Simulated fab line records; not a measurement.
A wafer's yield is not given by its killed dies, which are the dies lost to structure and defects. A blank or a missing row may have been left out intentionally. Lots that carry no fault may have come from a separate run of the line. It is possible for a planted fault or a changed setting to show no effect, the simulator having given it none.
Which tool did it?    flow sky130    31 wafers from 11 lots sampled at 5 of the route's 708 steps

## WHAT THE GAUGES READ, wafer by wafer
SKY_METAL5_THK_MEAS_06: measures by xrf.
lot   measured      on             METAL5_ALCU_THK (nm)
L686  day 42 21:26  film-metro-01  1105 1112 1110
L688  day 43 09:03  film-metro-02  1128 1134 1146
L689  day 43 17:29  film-metro-03  1133 1127 1131
L690  day 44 05:42  film-metro-03  1137 1118 1143
L691  day 44 07:22  film-metro-03  1103 1111 1119
L695  day 45 07:46  film-metro-02  1123 1130 1118
L698  day 46 09:27  film-metro-03  1129 1097 1135
L700  day 46 21:14  film-metro-02  1128 1135 1117
L705  day 47 22:23  film-metro-03  1223 1133
L709  day 48 19:35  film-metro-03  1127 1128 1129
L708  day 48 21:25  film-metro-03  1198 1136

## EACH LOT AND THE TOOL THAT RAN IT (in order: tool; ch and the chambers of the sampled wafers; start)
lot   SKY_VIA4_CMP_02                SKY_VIA4_ETCH_12                    SKY_VIA4_CMP_21                SKY_METAL5_SPUTTER_04
L686  cmp-02 ch 1,2, day 41 20:52    rie-diel-01 ch 0,3, day 42 19:40    cmp-01 ch 0,1,3, day 42 20:56  pvd-sputter-01, day 42 21:16
L688  cmp-01 ch 1,2,3, day 42 08:07  rie-diel-02 ch 1,3, day 43 07:20    cmp-01 ch 0,3, day 43 08:26    pvd-sputter-04, day 43 08:52
L689  cmp-01 ch 0,1,3, day 42 16:26  rie-diel-04 ch 0,1,3, day 43 15:49  cmp-02 ch 2,3, day 43 16:55    pvd-sputter-02, day 43 17:17
L690  cmp-01 ch 1,2,3, day 43 06:04  rie-diel-02 ch 0,1,2, day 44 03:58  cmp-02 ch 0,1, day 44 05:07    pvd-sputter-01, day 44 05:32
L691  cmp-01 ch 0,1,2, day 43 07:01  rie-diel-02 ch 0,1,2, day 44 05:37  cmp-02 ch 0,1,3, day 44 06:55  pvd-sputter-01, day 44 07:11
L695  cmp-02 ch 0,2, day 44 08:19    rie-diel-01 ch 0,2,3, day 45 06:04  cmp-02 ch 0,1,2, day 45 07:14  pvd-sputter-01, day 45 07:36
L698  cmp-02 ch 0,1,2, day 45 10:53  rie-diel-02 ch 1,2, day 46 07:49    cmp-01 ch 1,2, day 46 08:55    pvd-sputter-01, day 46 09:17
L700  cmp-02 ch 0,1,3, day 45 22:53  rie-diel-04 ch 0,2,3, day 46 19:34  cmp-02 ch 0,1,3, day 46 20:44  pvd-sputter-02, day 46 21:03
L705  cmp-01 ch 0, day 47 00:54      rie-diel-01 ch 2,3, day 47 20:37    cmp-01 ch 0,2, day 47 21:57    pvd-sputter-01, day 47 22:13
L709  cmp-01 ch 1,2,3, day 47 23:26  rie-diel-02 ch 0,1,2, day 48 17:54  cmp-01 ch 2,3, day 48 19:02    pvd-sputter-02, day 48 19:25
L708  cmp-01 ch 1,2, day 48 01:29    rie-diel-04 ch 2,3, day 48 19:39    cmp-01 ch 1,2, day 48 20:56    pvd-sputter-01, day 48 21:15
- SKY_VIA4_CMP_02: polishes SiO2.
- SKY_VIA4_ETCH_12: etches SiO2 in C4F8/O2/Ar, stops on TiN, target depth 580 nm.
- SKY_VIA4_CMP_21: polishes, stops on SiO2, t overpolish 25 s, target thk 0 nm.
- SKY_METAL5_SPUTTER_04: material TiN, target thk 70 nm, time 58.3 s.

## THE ANSWER, worked out from the rows above alone
Rule: usual is defined by the lots themselves. Put in order of their means at a reading, lots are off if they are a third of the lots or fewer, leave a main group of 4 or more, and stand apart from it by a gap of 3 or more times the standard deviation of the main group's means; of several such gaps the widest counts. A main group whose means are all the same, to the digits that the tables above print for the reading, isn't used. A lot without any number at a reading at which 4 lots or more have one is off too. Where the step has rows for the other lots, those lots are counted as sound.
Off: L705, L708, at SKY_METAL5_THK_MEAS_06 (METAL5_ALCU_THK). For the main group the mean is 1124 nm and the standard deviation 8.8.
A tool fits if, at a process step before that reading, it ran every lot that is off, and no sound lot after the first of them. The gauges at SKY_METAL5_THK_MEAS_06 are tried like those tools. One fits: pvd-sputter-01 at SKY_METAL5_SPUTTER_04. A fault onset in the window from L698 (day 46 09:17, its last sound lot) to L705 (day 47 22:13, its first lot off) fits.

## WHAT THE SIMULATOR HAD INSERTED
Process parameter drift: pvd-sputter-01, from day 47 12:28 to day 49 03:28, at SKY_METAL5_SPUTTER_04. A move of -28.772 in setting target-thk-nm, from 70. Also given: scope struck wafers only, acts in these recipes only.
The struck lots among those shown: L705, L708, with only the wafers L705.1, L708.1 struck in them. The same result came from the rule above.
